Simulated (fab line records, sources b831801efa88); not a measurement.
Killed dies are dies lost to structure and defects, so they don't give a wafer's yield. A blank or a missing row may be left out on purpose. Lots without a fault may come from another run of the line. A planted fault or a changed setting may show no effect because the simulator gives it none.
Which tool did it? | flow gf180mcu | 7 lots, 21 wafers sampled, at 2 steps of a route of 602

WHAT THE GAUGES READ, wafer by wafer
GF_NWELL_OVL_MEAS_07.
lot  | measured    | on         | NWELL_OVL (nm)
L408 | day 3 13:17 | overlay-01 | 0.6 1.1 0.7
L410 | day 3 22:28 | overlay-01 | 1.4 0.6 0.1
L412 | day 4 10:36 | overlay-02 | 1.7 -0.9 -0.9
L414 | day 4 20:52 | overlay-01 | -0.2 0.3 0.0
L416 | day 5 08:19 | overlay-01 | - - -
L418 | day 5 21:06 | overlay-01 | -2.2 -0.7 0.2
L430 | day 8 12:48 | overlay-01 | -0.6 -1.1 -1.9

WHICH TOOL RAN EACH LOT (tool, then ch and the chambers of the sampled wafers, then the start)
lot  | GF_NWELL_DEVELOP_06
L408 | litho_track-03 ch 0, day 3 13:00
L410 | litho_track-02 ch 0, day 3 22:00
L412 | litho_track-02 ch 0, day 4 10:00
L414 | litho_track-03 ch 0, day 4 20:00
L416 | litho_track-02, day 5 08:00
L418 | litho_track-02 ch 0, day 5 20:00
L430 | litho_track-02 ch 0, day 8 12:00
- GF_NWELL_DEVELOP_06: develop time 60 s.

THE ANSWER, worked out from the rows above alone
Rule: what is usual is taken from the lots themselves. Put in order of their means at a reading, lots are off if they are a third of the lots or fewer, leave a main group of 4 or more, and stand apart from it by a gap of 3 or more times the standard deviation of the main group's means; of several such gaps the widest counts. A main group whose means are all the same, to the digits that the tables above print for the reading, isn't used. A lot without any number at a reading at which 4 lots or more have one is off too. The other lots that the step has rows for count as sound.
Off: L416, at GF_NWELL_OVL_MEAS_07 (NWELL_OVL). Without a number there: L416. The main group: mean -0.1 nm, standard deviation 0.74.
A tool fits if, at a process step before that reading, it ran every lot that is off, and no sound lot after the first of them. The gauges at GF_NWELL_OVL_MEAS_07 are tried like those tools. None of those tried fits.

WHAT THE SIMULATOR HAD PUT IN
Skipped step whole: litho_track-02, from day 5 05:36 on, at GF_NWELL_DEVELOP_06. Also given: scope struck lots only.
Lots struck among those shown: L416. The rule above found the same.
